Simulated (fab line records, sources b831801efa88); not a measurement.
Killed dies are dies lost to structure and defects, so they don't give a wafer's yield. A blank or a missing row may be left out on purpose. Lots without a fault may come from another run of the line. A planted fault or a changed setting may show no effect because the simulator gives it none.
fab line records | flow sky130
record lots=5 wafers=15 last_day=50
route steps=708 shown LDD_P@256 LDD_HVN@267 LDD_HVP@278 LDD_LDN@289
lots that met no fault: from a run of the same line without faults
start_h: hours from the record's first day to the start of the lot's first wafer shown | wait_h: hours since the lot's step before | " the same as in the row above | L1.1+2: a row that stands for several wafers | - no value, or no start given | * or withheld: withheld | < > ~ a bound
route shown NAME@n: a module of which the file shows steps, and the number in the route of the first | usual: mean/standard deviation of fault-free wafers | same: alike in all rows | chamber/n: place in a boat | sites: the reading at each site | _std_site: their standard deviation | _edge_site: outer sites' mean less inner sites' | radius_mm: how far each site lies from the wafer's centre | mask NAME#n: copy n | behind: the tool/chamber that last shaped the wafer | hold: why the lot was held/for how many hours/how that ended | device: the transistor (n, p or np) that didn't switch | end of line: the same wafers' tests at the end of the route | a step without rows: its recipe alone | killed: dies lost to structure and defects at the first sort, not the wafer's yield | map: a wafer's dies, x killed, . not, _ none there
set.NAME: the setting as run; set.NAME@STEP: as run at that earlier step | model.NAME: the simulator's own value behind a step, which no gauge read
lots at some steps of the route; a table a step, a row a wafer
services: from which hour (start_h, from the record's first day; less than 0 if before it) a tool's chamber was out of use, for how many hours, and why
## steps
# step SKY_LDD_P_HMDS_01
# recipe prime_time_s=60 prime_temp_c=120
# usual prime_temp_c=119.97/0.13
# same prime_time_s=60
# columns lot.wafer tool chamber start_h wait_h prime_temp_c
L085.4 litho_track-01 0 523.40 0.1 120.08
L085.5 " 0 " " 120.00
L085.6 " 0 " " 120.08
L088.2 litho_track-02 0 554.59 0.1 120.02
L088.5 " 0 " " 119.98
L088.6 " 0 " " 119.92
L090.1 litho_track-02 0 561.62 0.1 120.02
L090.3 " 0 " " 120.03
L090.5 " 0 " " 119.84
L091.2 litho_track-02 0 570.19 0.1 120.00
L091.3 " 0 " " 119.96
L091.6 " 0 " " 119.92
L094.1 litho_track-02 0 593.27 0.1 120.03
L094.2 " 0 " " 120.02
L094.5 " 0 " " 119.86
# step SKY_LDD_P_COAT_02
# recipe resist=NOVOLAK spin_rpm=3000 resist_thk_nm=1140
# columns lot.wafer tool chamber start_h wait_h
L085.4+5+6 litho_track-01 0 523.55 0.1
L088.2+5+6 litho_track-02 0 554.74 0.1
L090.1+3+5 litho_track-02 0 561.77 0.1
L091.2+3+6 litho_track-02 0 570.34 0.1
L094.1+2+5 litho_track-02 0 593.42 0.1
# step SKY_LDD_P_SOFTBAKE_03
# recipe temp_c=90 time_s=60 resist=NOVOLAK
# usual plate_temp_C=89.99/0.12
# columns lot.wafer tool chamber start_h wait_h plate_temp_C
L085.4 litho_track-01 0 523.70 0.1 89.99
L085.5 " 0 " " 90.30
L085.6 " 0 " " 89.88
L088.2 litho_track-02 0 554.89 0.1 89.91
L088.5 " 0 " " 90.09
L088.6 " 0 " " 90.00
L090.1 litho_track-02 0 561.92 0.1 89.85
L090.3 " 0 " " 90.20
L090.5 " 0 " " 90.03
L091.2 litho_track-02 0 570.49 0.1 89.95
L091.3 " 0 " " 89.94
L091.6 " 0 " " 89.84
L094.1 litho_track-02 0 593.57 0.1 89.86
L094.2 " 0 " " 89.86
L094.5 " 0 " " 89.77
# step SKY_LDD_P_EXPOSE_04
# recipe mask_id=PSDM na=0.6 source_shape=conventional sigma_outer=0.6 polarization=unpolarized target_cd_nm=380 dose_mj=138
# columns lot.wafer tool chamber start_h wait_h mask
L085.4+5+6 iline_stepper-01 0 - - PSDM#0
L088.2+5+6 iline_stepper-02 0 - - PSDM#0
L090.1+3+5 iline_stepper-01 0 - - PSDM#0
L091.2+3+6 iline_stepper-02 0 - - PSDM#0
L094.1+2+5 iline_stepper-01 0 - - PSDM#0
# step SKY_LDD_P_PEB_05
# recipe temp_c=withheld time_s=* resist=NOVOLAK
# columns lot.wafer tool chamber start_h wait_h
L085.4+5+6 litho_track-02 0 - -
L088.2+5+6 litho_track-03 0 - -
L090.1+3+5 litho_track-03 0 - -
L091.2+3+6 litho_track-03 0 - -
L094.1+2+5 litho_track-02 0 - -
# step SKY_LDD_P_DEVELOP_06
# recipe resist=NOVOLAK developer=TMAH develop_time_s=60 dev_temp_c=22.41
# columns lot.wafer tool chamber start_h wait_h
L085.4+5+6 litho_track-02 0 538.54 0.1
L088.2+5+6 litho_track-03 0 569.31 0.1
L090.1+3+5 litho_track-03 0 576.48 0.1
L091.2+3+6 litho_track-03 0 585.36 0.1
L094.1+2+5 litho_track-02 0 607.87 0.1
# step SKY_LDD_P_CD_MEAS_07
# recipe target_cd_nm=380
# usual cd_nm=379.6/2.5
# columns lot.wafer tool chamber start_h wait_h cd_nm
L085.4 cd_sem-02 - 538.68 0.1 376.2
L085.5 " - " " 377.9
L085.6 " - " " 378.5
L088.2 cd_sem-02 - 569.45 0.1 378.7
L088.5 " - " " 377.3
L088.6 " - " " 380.5
L090.1 cd_sem-01 - 576.63 0.1 382.6
L090.3 " - " " 384.0
L090.5 " - " " 385.1
L091.2 cd_sem-02 - 585.50 0.1 379.5
L091.3 " - " " 378.8
L091.6 " - " " 381.6
L094.1 cd_sem-02 - 608.02 0.1 381.6
L094.2 " - " " 382.4
L094.5 " - " " 382.6
# step SKY_LDD_P_OVL_MEAS_08
# usual LDD_P_OVL=0.6/1.4
# columns lot.wafer tool chamber start_h wait_h LDD_P_OVL[nm]
L085.4 overlay-02 - 538.75 0.1 -0.4
L085.5 " - " " 1.5
L085.6 " - " " 0.1
L088.2 overlay-02 - 569.56 0.1 0.6
L088.5 " - " " 0.5
L088.6 " - " " -1.0
L090.1 overlay-02 - 576.75 0.1 1.9
L090.3 " - " " -1.0
L090.5 " - " " -0.6
L091.2 overlay-02 - 585.61 0.1 1.4
L091.3 " - " " -0.5
L091.6 " - " " 0.6
L094.1 overlay-02 - 608.14 0.1 -0.2
L094.2 " - " " 0.8
L094.5 " - " " 1.5
# step SKY_LDD_P_IMPLANT_09
# recipe species=BF2 energy_kev=25 dose_cm2=1e+13 tilt_deg=withheld
# columns lot.wafer tool chamber start_h wait_h
L085.4+5+6 implanter-02 0 538.85 0.1
L088.2+5+6 implanter-04 0 569.61 0.0
L090.1+3+5 implanter-02 0 576.79 0.0
L091.2+3+6 implanter-01 0 585.66 0.0
L094.1+2+5 implanter-02 0 608.17 0.0
# step SKY_LDD_P_STRIP_10
# recipe chemistry=O2/N2 power_w=1400 pressure_mtorr=1500 platen_temp_c=withheld o2_flow_sccm=3000 n2_flow_sccm=300 overash_fraction=0.5
# usual drypump_motor_current_A=5.6/0.33 oes_product_au=0.716/0.0045 strip_time_to_endpoint_s=14.17/0.032
# columns lot.wafer tool chamber start_h wait_h drypump_motor_current_A oes_product_au rf_hours_counter_h strip_time_to_endpoint_s
L085.4 plasma_asher-02 1 538.96 0.1 5.9 0.718 - 14.22
L085.5 " 0 " " 5.2 0.713 - 14.17
L085.6 " 1 " " 5.9 0.712 - 14.17
L088.2 plasma_asher-03 0 569.74 0.1 5.7 0.717 44 14.17
L088.5 " 0 " " 5.7 0.718 - 14.18
L088.6 " 1 " " 6.1 0.714 - 14.19
L090.1 plasma_asher-03 1 576.94 0.1 6.1 0.709 45 14.20
L090.3 " 0 " " 5.7 0.718 - 14.22
L090.5 " 0 " " 5.7 0.719 - 14.13
L091.2 plasma_asher-02 0 585.79 0.1 5.1 0.715 89 14.17
L091.3 " 1 " " 5.9 0.718 - 14.21
L091.6 " 1 " " 5.9 0.715 - 14.22
L094.1 plasma_asher-01 0 608.32 0.1 5.6 0.721 17 14.17
L094.2 " 1 " " 5.2 0.723 17 14.15
L094.5 " 0 " " 5.6 0.716 - 14.14
# step SKY_LDD_P_TW_MEAS_11
# usual LDD_P_TW=633/7.4
# columns lot.wafer tool chamber start_h wait_h LDD_P_TW
L085.4 film_metro-03 - 539.05 0.1 620
L085.5 " - " " 624
L085.6 " - " " 625
L088.2 film_metro-03 - 569.85 0.1 631
L088.5 " - " " 630
L088.6 " - " " 626
L090.1 film_metro-03 - 577.04 0.1 627
L090.3 " - " " 626
L090.5 " - " " 631
L091.2 film_metro-03 - 585.90 0.1 626
L091.3 " - " " 628
L091.6 " - " " 629
L094.1 film_metro-03 - 608.42 0.1 622
L094.2 " - " " 630
L094.5 " - " " 629
# step SKY_LDD_HVN_DEHYDRATE_00
# recipe temp_c=200 time_s=60
# usual plate_temp_C=199.98/0.16
# columns lot.wafer tool chamber start_h wait_h plate_temp_C
L085.4 litho_track-04 0 553.76 14.7 199.85
L085.5 " 0 " " 199.85
L085.6 " 0 " " 199.89
L088.2 litho_track-02 0 584.39 14.5 199.99
L088.5 " 0 " " 200.07
L088.6 " 0 " " 200.10
L090.1 litho_track-02 0 591.27 14.2 199.87
L090.3 " 0 " " 200.12
L090.5 " 0 " " 199.57
L091.2 litho_track-01 0 599.70 13.8 199.91
L091.3 " 0 " " 200.26
L091.6 " 0 " " 199.86
L094.1 litho_track-02 0 622.62 14.2 199.85
L094.2 " 0 " " 199.81
L094.5 " 0 " " 199.71
# step SKY_LDD_HVN_HMDS_01
# recipe prime_time_s=60 prime_temp_c=120
# usual prime_temp_c=120.00/0.13
# same prime_time_s=60
# columns lot.wafer tool chamber start_h wait_h prime_temp_c
L085.4 litho_track-04 0 553.91 0.1 120.16
L085.5 " 0 " " 120.13
L085.6 " 0 " " 119.99
L088.2 litho_track-02 0 584.54 0.1 119.90
L088.5 " 0 " " 119.90
L088.6 " 0 " " 120.10
L090.1 litho_track-02 0 591.42 0.1 120.10
L090.3 " 0 " " 120.01
L090.5 " 0 " " 120.17
L091.2 litho_track-01 0 599.85 0.1 120.06
L091.3 " 0 " " 120.04
L091.6 " 0 " " 119.84
L094.1 litho_track-02 0 622.77 0.1 119.88
L094.2 " 0 " " 120.01
L094.5 " 0 " " 119.83
# step SKY_LDD_HVN_COAT_02
# recipe resist=NOVOLAK spin_rpm=3000 resist_thk_nm=300
# columns lot.wafer tool chamber start_h wait_h
L085.4+5+6 litho_track-04 0 554.06 0.1
L088.2+5+6 litho_track-02 0 584.69 0.1
L090.1+3+5 litho_track-02 0 591.57 0.1
L091.2+3+6 litho_track-01 0 600.00 0.1
L094.1+2+5 litho_track-02 0 622.92 0.1
# step SKY_LDD_HVN_SOFTBAKE_03
# recipe temp_c=90 time_s=60 resist=NOVOLAK
# usual plate_temp_C=90.01/0.13
# columns lot.wafer tool chamber start_h wait_h plate_temp_C
L085.4 litho_track-04 0 554.21 0.1 89.83
L085.5 " 0 " " 89.94
L085.6 " 0 " " 90.04
L088.2 litho_track-02 0 584.84 0.1 89.81
L088.5 " 0 " " 90.06
L088.6 " 0 " " 89.94
L090.1 litho_track-02 0 591.72 0.1 89.98
L090.3 " 0 " " 89.96
L090.5 " 0 " " 90.13
L091.2 litho_track-01 0 600.15 0.1 90.03
L091.3 " 0 " " 90.00
L091.6 " 0 " " 90.27
L094.1 litho_track-02 0 623.07 0.1 90.28
L094.2 " 0 " " 90.07
L094.5 " 0 " " 90.10
# step SKY_LDD_HVN_EXPOSE_04
# recipe mask_id=HVNTM na=0.6 source_shape=conventional sigma_outer=0.6 polarization=unpolarized target_cd_nm=700 dose_mj=127
# columns lot.wafer tool chamber start_h wait_h mask
L085.4+5+6 iline_stepper-01 0 - - HVNTM#0
L088.2+5+6 iline_stepper-02 0 - - HVNTM#0
L090.1+3+5 iline_stepper-01 0 - - HVNTM#0
L091.2+3+6 iline_stepper-02 0 - - HVNTM#0
L094.1+2+5 iline_stepper-02 0 - - HVNTM#0
# step SKY_LDD_HVN_PEB_05
# recipe temp_c=withheld time_s=* resist=NOVOLAK
# columns lot.wafer tool chamber start_h wait_h
L085.4+5+6 litho_track-02 0 - -
L088.2+5+6 litho_track-02 0 - -
L090.1+3+5 litho_track-01 0 - -
L091.2+3+6 litho_track-04 0 - -
L094.1+2+5 litho_track-01 0 - -
# step SKY_LDD_HVN_DEVELOP_06
# recipe resist=NOVOLAK developer=TMAH develop_time_s=60 dev_temp_c=23
# columns lot.wafer tool chamber start_h wait_h
L085.4+5+6 litho_track-02 0 568.54 0.1
L088.2+5+6 litho_track-02 0 599.14 0.1
L090.1+3+5 litho_track-01 0 605.98 0.1
L091.2+3+6 litho_track-04 0 614.61 0.1
L094.1+2+5 litho_track-01 0 636.83 0.1
# step SKY_LDD_HVN_OVL_MEAS_07
# usual LDD_HVN_OVL=-0.7/1.3
# columns lot.wafer tool chamber start_h wait_h LDD_HVN_OVL[nm]
L085.4 overlay-02 - 568.63 0.1 0.5
L085.5 " - " " 1.1
L085.6 " - " " 2.1
L088.2 overlay-01 - 599.27 0.1 -2.1
L088.5 " - " " -2.1
L088.6 " - " " -1.8
L090.1 overlay-01 - 606.13 0.1 1.6
L090.3 " - " " 1.3
L090.5 " - " " 1.6
L091.2 overlay-02 - 614.74 0.1 -0.7
L091.3 " - " " 0.5
L091.6 " - " " -0.1
L094.1 overlay-01 - 636.98 0.1 -2.7
L094.2 " - " " -2.2
L094.5 " - " " -0.1
# step SKY_LDD_HVN_IMPLANT_08
# recipe species=P energy_kev=60 dose_cm2=2.927e+13 tilt_deg=40
# columns lot.wafer tool chamber start_h wait_h
L085.4+5+6 implanter-04 0 568.73 0.1
L088.2+5+6 implanter-04 0 599.33 0.0
L090.1+3+5 implanter-04 0 606.16 0.0
L091.2+3+6 implanter-04 0 614.80 0.0
L094.1+2+5 implanter-04 0 637.01 0.0
# step SKY_LDD_HVN_STRIP_09
# recipe chemistry=O2/N2 power_w=1400 pressure_mtorr=1500 platen_temp_c=withheld o2_flow_sccm=3000 n2_flow_sccm=300 overash_fraction=0.5
# usual drypump_motor_current_A=5.39/0.28 oes_product_au=0.408/0.0041 strip_time_to_endpoint_s=4.132/0.015
# columns lot.wafer tool chamber start_h wait_h drypump_motor_current_A oes_product_au rf_hours_counter_h strip_time_to_endpoint_s
L085.4 plasma_asher-04 0 568.84 0.1 5.09 0.407 - 4.139
L085.5 " 0 " " 5.09 0.403 - 4.132
L085.6 " 1 " " 5.64 0.409 - 4.151
L088.2 plasma_asher-01 1 599.45 0.1 5.19 0.404 16 4.142
L088.5 " 0 " " 5.56 0.407 - 4.144
L088.6 " 1 " " 5.19 0.408 - 4.150
L090.1 plasma_asher-01 0 606.31 0.1 5.57 0.405 17 4.135
L090.3 " 0 " " 5.56 0.407 - 4.125
L090.5 " 0 " " 5.57 0.408 - 4.123
L091.2 plasma_asher-01 1 614.92 0.1 5.19 0.403 18 4.139
L091.3 " 1 " " 5.19 0.406 - 4.129
L091.6 " 1 " " 5.20 0.408 - 4.140
L094.1 plasma_asher-01 1 637.16 0.1 5.21 0.408 20 4.129
L094.2 " 0 " " 5.56 0.411 20 4.125
L094.5 " 1 " " 5.20 0.409 - 4.128
# step SKY_LDD_HVN_TW_MEAS_10
# usual LDD_HVN_TW=1423/9.3
# columns lot.wafer tool chamber start_h wait_h LDD_HVN_TW
L085.4 film_metro-03 - 568.93 0.1 1404
L085.5 " - " " 1407
L085.6 " - " " 1407
L088.2 film_metro-04 - 599.56 0.1 1428
L088.5 " - " " 1425
L088.6 " - " " 1428
L090.1 film_metro-04 - 606.41 0.1 1419
L090.3 " - " " 1424
L090.5 " - " " 1426
L091.2 film_metro-04 - 615.03 0.1 1424
L091.3 " - " " 1423
L091.6 " - " " 1422
L094.1 film_metro-04 - 637.26 0.1 1428
L094.2 " - " " 1431
L094.5 " - " " 1431
# step SKY_LDD_HVP_DEHYDRATE_00
# recipe temp_c=200 time_s=60
# usual plate_temp_C=200.01/0.19
# columns lot.wafer tool chamber start_h wait_h plate_temp_C
L085.4 litho_track-04 0 583.01 14.1 200.11
L085.5 " 0 " " 200.03
L085.6 " 0 " " 199.99
L088.2 litho_track-03 0 613.36 13.8 199.76
L088.5 " 0 " " 199.94
L088.6 " 0 " " 199.65
L090.1 litho_track-04 0 620.69 14.3 200.29
L090.3 " 0 " " 200.15
L090.5 " 0 " " 200.05
L091.2 litho_track-03 0 628.46 13.4 200.24
L091.3 " 0 " " 199.57
L091.6 " 0 " " 199.93
L094.1 litho_track-03 0 651.63 14.4 200.10
L094.2 " 0 " " 199.87
L094.5 " 0 " " 199.86
# step SKY_LDD_HVP_HMDS_01
# recipe prime_time_s=60 prime_temp_c=120
# usual prime_temp_c=120.04/0.13
# same prime_time_s=60
# columns lot.wafer tool chamber start_h wait_h prime_temp_c
L085.4 litho_track-04 0 583.16 0.1 119.93
L085.5 " 0 " " 119.97
L085.6 " 0 " " 119.81
L088.2 litho_track-03 0 613.51 0.1 120.29
L088.5 " 0 " " 120.21
L088.6 " 0 " " 120.06
L090.1 litho_track-04 0 620.84 0.1 120.08
L090.3 " 0 " " 120.25
L090.5 " 0 " " 120.16
L091.2 litho_track-03 0 628.61 0.1 120.11
L091.3 " 0 " " 120.11
L091.6 " 0 " " 120.07
L094.1 litho_track-03 0 651.78 0.1 120.29
L094.2 " 0 " " 120.31
L094.5 " 0 " " 120.10
# step SKY_LDD_HVP_COAT_02
# recipe resist=NOVOLAK spin_rpm=3000 resist_thk_nm=300
# columns lot.wafer tool chamber start_h wait_h
L085.4+5+6 litho_track-04 0 583.31 0.1
L088.2+5+6 litho_track-03 0 613.66 0.1
L090.1+3+5 litho_track-04 0 620.99 0.1
L091.2+3+6 litho_track-03 0 628.76 0.1
L094.1+2+5 litho_track-03 0 651.93 0.1
# step SKY_LDD_HVP_SOFTBAKE_03
# recipe temp_c=90 time_s=60 resist=NOVOLAK
# usual plate_temp_C=89.97/0.14
# columns lot.wafer tool chamber start_h wait_h plate_temp_C
L085.4 litho_track-04 0 583.46 0.1 90.12
L085.5 " 0 " " 90.08
L085.6 " 0 " " 90.00
L088.2 litho_track-03 0 613.81 0.1 90.15
L088.5 " 0 " " 90.13
L088.6 " 0 " " 89.99
L090.1 litho_track-04 0 621.14 0.1 90.27
L090.3 " 0 " " 90.05
L090.5 " 0 " " 89.90
L091.2 litho_track-03 0 628.91 0.1 90.13
L091.3 " 0 " " 90.02
L091.6 " 0 " " 89.96
L094.1 litho_track-03 0 652.08 0.1 90.03
L094.2 " 0 " " 89.92
L094.5 " 0 " " 89.83
# step SKY_LDD_HVP_EXPOSE_04
# recipe mask_id=HVPTM na=0.6 source_shape=conventional sigma_outer=0.6 polarization=unpolarized target_cd_nm=700 dose_mj=86
# columns lot.wafer tool chamber start_h wait_h mask
L085.4+5+6 iline_stepper-02 0 - - HVPTM#0
L088.2+5+6 iline_stepper-01 0 - - HVPTM#0
L090.1+3+5 iline_stepper-02 0 - - HVPTM#0
L091.2+3+6 iline_stepper-01 0 - - HVPTM#0
L094.1+2+5 iline_stepper-02 0 - - HVPTM#0
# step SKY_LDD_HVP_PEB_05
# recipe temp_c=withheld time_s=* resist=NOVOLAK
# columns lot.wafer tool chamber start_h wait_h
L085.4+5+6 litho_track-01 0 - -
L088.2+5+6 litho_track-03 0 - -
L090.1+3+5 litho_track-04 0 - -
L091.2+3+6 litho_track-04 0 - -
L094.1+2+5 litho_track-04 0 - -
# step SKY_LDD_HVP_DEVELOP_06
# recipe resist=NOVOLAK developer=TMAH develop_time_s=60 dev_temp_c=23
# columns lot.wafer tool chamber start_h wait_h
L085.4+5+6 litho_track-01 0 597.85 0.1
L088.2+5+6 litho_track-03 0 627.71 0.1
L090.1+3+5 litho_track-04 0 634.94 0.1
L091.2+3+6 litho_track-04 0 643.41 0.1
L094.1+2+5 litho_track-04 0 666.09 0.1
# step SKY_LDD_HVP_OVL_MEAS_07
# usual LDD_HVP_OVL=0.5/1.5
# columns lot.wafer tool chamber start_h wait_h LDD_HVP_OVL[nm]
L085.4 overlay-02 - 597.94 0.1 1.1
L085.5 " - " " 1.7
L085.6 " - " " 0.3
L088.2 overlay-02 - 627.84 0.1 0.6
L088.5 " - " " 1.5
L088.6 " - " " -0.9
L090.1 overlay-01 - 635.09 0.1 1.9
L090.3 " - " " 1.4
L090.5 " - " " 2.7
L091.2 overlay-01 - 643.54 0.1 0.1
L091.3 " - " " 0.0
L091.6 " - " " 0.5
L094.1 overlay-01 - 666.24 0.1 -0.3
L094.2 " - " " 0.8
L094.5 " - " " -0.2
# step SKY_LDD_HVP_IMPLANT_08
# recipe species=B energy_kev=20 dose_cm2=1.7e+13 tilt_deg=17.9
# columns lot.wafer tool chamber start_h wait_h
L085.4+5+6 implanter-03 0 598.04 0.1
L088.2+5+6 implanter-01 0 627.89 0.0
L090.1+3+5 implanter-01 0 635.12 0.0
L091.2+3+6 implanter-03 0 643.60 0.0
L094.1+2+5 implanter-04 0 666.27 0.0
# step SKY_LDD_HVP_STRIP_09
# recipe chemistry=O2/N2 power_w=1400 pressure_mtorr=1500 platen_temp_c=withheld o2_flow_sccm=3000 n2_flow_sccm=300 overash_fraction=0.5
# usual drypump_motor_current_A=5.5/0.36 oes_product_au=0.408/0.0042 strip_time_to_endpoint_s=4.135/0.016
# columns lot.wafer tool chamber start_h wait_h drypump_motor_current_A oes_product_au rf_hours_counter_h strip_time_to_endpoint_s
L085.4 plasma_asher-02 1 598.14 0.1 5.9 0.409 - 4.128
L085.5 " 0 " " 5.2 0.413 - 4.122
L085.6 " 1 " " 5.9 0.401 - 4.113
L088.2 plasma_asher-04 1 628.02 0.1 5.7 0.415 83 4.139
L088.5 " 0 " " 5.1 0.403 - 4.133
L088.6 " 1 " " 5.6 0.402 - 4.135
L090.1 plasma_asher-03 1 635.27 0.1 6.0 0.410 51 4.094
L090.3 " 1 " " 6.1 0.405 - 4.122
L090.5 " 0 " " 5.7 0.403 - 4.105
L091.2 plasma_asher-03 1 643.72 0.1 6.1 0.402 52 4.164
L091.3 " 1 " " 6.1 0.403 - 4.152
L091.6 " 1 " " 6.1 0.407 - 4.162
L094.1 plasma_asher-04 1 666.42 0.1 5.6 0.405 86 4.096
L094.2 " 0 " " 5.1 0.411 86 4.120
L094.5 " 0 " " 5.1 0.405 - 4.128
# step SKY_LDD_HVP_TW_MEAS_10
# usual LDD_HVP_TW=459/4.8
# columns lot.wafer tool chamber start_h wait_h LDD_HVP_TW
L085.4 film_metro-02 - 598.24 0.1 464
L085.5 " - " " 464
L085.6 " - " " 464
L088.2 film_metro-03 - 628.13 0.1 455
L088.5 " - " " 452
L088.6 " - " " 456
L090.1 film_metro-02 - 635.37 0.1 465
L090.3 " - " " 463
L090.5 " - " " 464
L091.2 film_metro-02 - 643.83 0.1 465
L091.3 " - " " 465
L091.6 " - " " 467
L094.1 film_metro-02 - 666.52 0.1 461
L094.2 " - " " 463
L094.5 " - " " 463
# step SKY_LDD_LDN_DEHYDRATE_00
# recipe temp_c=200 time_s=60
# usual plate_temp_C=200.00/0.16
# columns lot.wafer tool chamber start_h wait_h plate_temp_C
L085.4 litho_track-04 0 612.16 13.9 200.08
L085.5 " 0 " " 200.23
L085.6 " 0 " " 199.84
L088.2 litho_track-04 0 641.46 13.3 200.22
L088.5 " 0 " " 200.03
L088.6 " 0 " " 200.00
L090.1 litho_track-03 0 649.63 14.3 199.87
L090.3 " 0 " " 199.74
L090.5 " 0 " " 200.18
L091.2 litho_track-03 0 657.41 13.6 200.05
L091.3 " 0 " " 200.21
L091.6 " 0 " " 200.11
L094.1 litho_track-03 0 680.63 14.1 200.06
L094.2 " 0 " " 200.17
L094.5 " 0 " " 199.94
# step SKY_LDD_LDN_HMDS_01
# recipe prime_time_s=60 prime_temp_c=120
# usual prime_temp_c=120.00/0.14
# same prime_time_s=60
# columns lot.wafer tool chamber start_h wait_h prime_temp_c
L085.4 litho_track-04 0 612.31 0.1 120.26
L085.5 " 0 " " 120.16
L085.6 " 0 " " 120.01
L088.2 litho_track-04 0 641.61 0.1 120.16
L088.5 " 0 " " 120.13
L088.6 " 0 " " 120.18
L090.1 litho_track-03 0 649.78 0.1 119.95
L090.3 " 0 " " 119.88
L090.5 " 0 " " 119.79
L091.2 litho_track-03 0 657.56 0.1 119.99
L091.3 " 0 " " 119.89
L091.6 " 0 " " 120.18
L094.1 litho_track-03 0 680.78 0.1 120.00
L094.2 " 0 " " 120.07
L094.5 " 0 " " 119.99
# step SKY_LDD_LDN_COAT_02
# recipe resist=NOVOLAK spin_rpm=3000 resist_thk_nm=1140
# columns lot.wafer tool chamber start_h wait_h
L085.4+5+6 litho_track-04 0 612.46 0.1
L088.2+5+6 litho_track-04 0 641.76 0.1
L090.1+3+5 litho_track-03 0 649.93 0.1
L091.2+3+6 litho_track-03 0 657.71 0.1
L094.1+2+5 litho_track-03 0 680.93 0.1
# step SKY_LDD_LDN_SOFTBAKE_03
# recipe temp_c=90 time_s=60 resist=NOVOLAK
# usual plate_temp_C=90.01/0.13
# columns lot.wafer tool chamber start_h wait_h plate_temp_C
L085.4 litho_track-04 0 612.61 0.1 90.00
L085.5 " 0 " " 90.12
L085.6 " 0 " " 90.12
L088.2 litho_track-04 0 641.91 0.1 89.96
L088.5 " 0 " " 90.06
L088.6 " 0 " " 90.15
L090.1 litho_track-03 0 650.08 0.1 90.03
L090.3 " 0 " " 89.83
L090.5 " 0 " " 89.89
L091.2 litho_track-03 0 657.86 0.1 89.99
L091.3 " 0 " " 89.99
L091.6 " 0 " " 89.93
L094.1 litho_track-03 0 681.08 0.1 90.03
L094.2 " 0 " " 89.59
L094.5 " 0 " " 89.89
# step SKY_LDD_LDN_EXPOSE_04
# recipe mask_id=LDNTM na=0.6 source_shape=conventional sigma_outer=0.6 polarization=unpolarized target_cd_nm=700 dose_mj=140
# columns lot.wafer tool chamber start_h wait_h mask
L085.4+5+6 iline_stepper-02 0 - - LDNTM#0
L088.2+5+6 iline_stepper-02 0 - - LDNTM#0
L090.1+3+5 iline_stepper-02 0 - - LDNTM#0
L091.2+3+6 iline_stepper-02 0 - - LDNTM#0
L094.1+2+5 iline_stepper-02 0 - - LDNTM#0
# step SKY_LDD_LDN_PEB_05
# recipe temp_c=withheld time_s=* resist=NOVOLAK
# columns lot.wafer tool chamber start_h wait_h
L085.4+5+6 litho_track-04 0 - -
L088.2+5+6 litho_track-02 0 - -
L090.1+3+5 litho_track-02 0 - -
L091.2+3+6 litho_track-02 0 - -
L094.1+2+5 litho_track-03 0 - -
# step SKY_LDD_LDN_DEVELOP_06
# recipe resist=NOVOLAK developer=TMAH develop_time_s=60 dev_temp_c=23
# columns lot.wafer tool chamber start_h wait_h
L085.4+5+6 litho_track-04 0 626.66 0.1
L088.2+5+6 litho_track-02 0 655.99 0.1
L090.1+3+5 litho_track-02 0 663.87 0.1
L091.2+3+6 litho_track-02 0 671.69 0.1
L094.1+2+5 litho_track-03 0 695.23 0.1
# step SKY_LDD_LDN_OVL_MEAS_07
# usual LDD_LDN_OVL=-0.2/1.1
# columns lot.wafer tool chamber start_h wait_h LDD_LDN_OVL[nm]
L085.4 overlay-02 - 626.75 0.1 -1.1
L085.5 " - " " -2.1
L085.6 " - " " -1.3
L088.2 overlay-01 - 656.12 0.1 -0.2
L088.5 " - " " -1.7
L088.6 " - " " -1.7
L090.1 overlay-01 - 664.02 0.1 0.2
L090.3 " - " " -0.4
L090.5 " - " " 0.5
L091.2 overlay-01 - 671.82 0.1 -0.1
L091.3 " - " " -1.4
L091.6 " - " " 0.0
L094.1 overlay-01 - 695.38 0.1 0.1
L094.2 " - " " 0.9
L094.5 " - " " 1.5
# step SKY_LDD_LDN_IMPLANT_08
# recipe species=As energy_kev=15 dose_cm2=1.25e+13 tilt_deg=withheld rotation_deg=23
# columns lot.wafer tool chamber start_h wait_h
L085.4+5+6 implanter-03 0 626.85 0.1
L088.2+5+6 implanter-02 0 656.18 0.0
L090.1+3+5 implanter-02 0 664.05 0.0
L091.2+3+6 implanter-02 0 671.88 0.0
L094.1+2+5 implanter-02 0 695.42 0.0
# step SKY_LDD_LDN_IMPLANT_09
# recipe species=As energy_kev=15 dose_cm2=1.25e+13 tilt_deg=withheld rotation_deg=113
# columns lot.wafer tool chamber start_h wait_h
L085.4+5+6 implanter-03 0 627.00 0.1
L088.2+5+6 implanter-02 0 656.33 0.1
L090.1+3+5 implanter-02 0 664.20 0.1
L091.2+3+6 implanter-02 0 672.03 0.1
L094.1+2+5 implanter-02 0 695.57 0.1
# step SKY_LDD_LDN_IMPLANT_10
# recipe species=As energy_kev=15 dose_cm2=1.25e+13 tilt_deg=withheld rotation_deg=203
# columns lot.wafer tool chamber start_h wait_h
L085.4+5+6 implanter-03 0 627.15 0.1
L088.2+5+6 implanter-02 0 656.48 0.1
L090.1+3+5 implanter-02 0 664.35 0.1
L091.2+3+6 implanter-02 0 672.18 0.1
L094.1+2+5 implanter-02 0 695.72 0.1
# step SKY_LDD_LDN_IMPLANT_11
# recipe species=As energy_kev=15 dose_cm2=1.25e+13 tilt_deg=withheld rotation_deg=293
# columns lot.wafer tool chamber start_h wait_h
L085.4+5+6 implanter-03 0 627.30 0.1
L088.2+5+6 implanter-02 0 656.63 0.1
L090.1+3+5 implanter-02 0 664.50 0.1
L091.2+3+6 implanter-02 0 672.33 0.1
L094.1+2+5 implanter-02 0 695.87 0.1
## services
# columns tool chamber start_h hours kind
plasma_asher-03 - 501.96 0.7 repair
iline_stepper-02 - 515.26 2.1 pm
iline_stepper-02 - 517.34 - consumable_replace:lamp
implanter-02 - 553.24 4.6 pm
plasma_asher-01 - 559.42 6.5 repair
iline_stepper-01 - 562.31 1.7 pm
implanter-01 - 616.37 3.1 pm
implanter-03 - 628.96 5.4 repair
plasma_asher-02 - 636.01 2.1 repair
iline_stepper-02 - 638.20 1.7 pm
implanter-03 - 640.26 2.5 repair
plasma_asher-01 - 650.34 3.3 repair
iline_stepper-02 - 660.60 3.0 repair
plasma_asher-04 - 660.70 3.5 repair
implanter-03 - 666.11 3.0 repair
implanter-03 - 669.73 3.2 pm
plasma_asher-02 - 672.43 3.5 repair
implanter-02 - 681.53 3.3 repair
## key
fault none
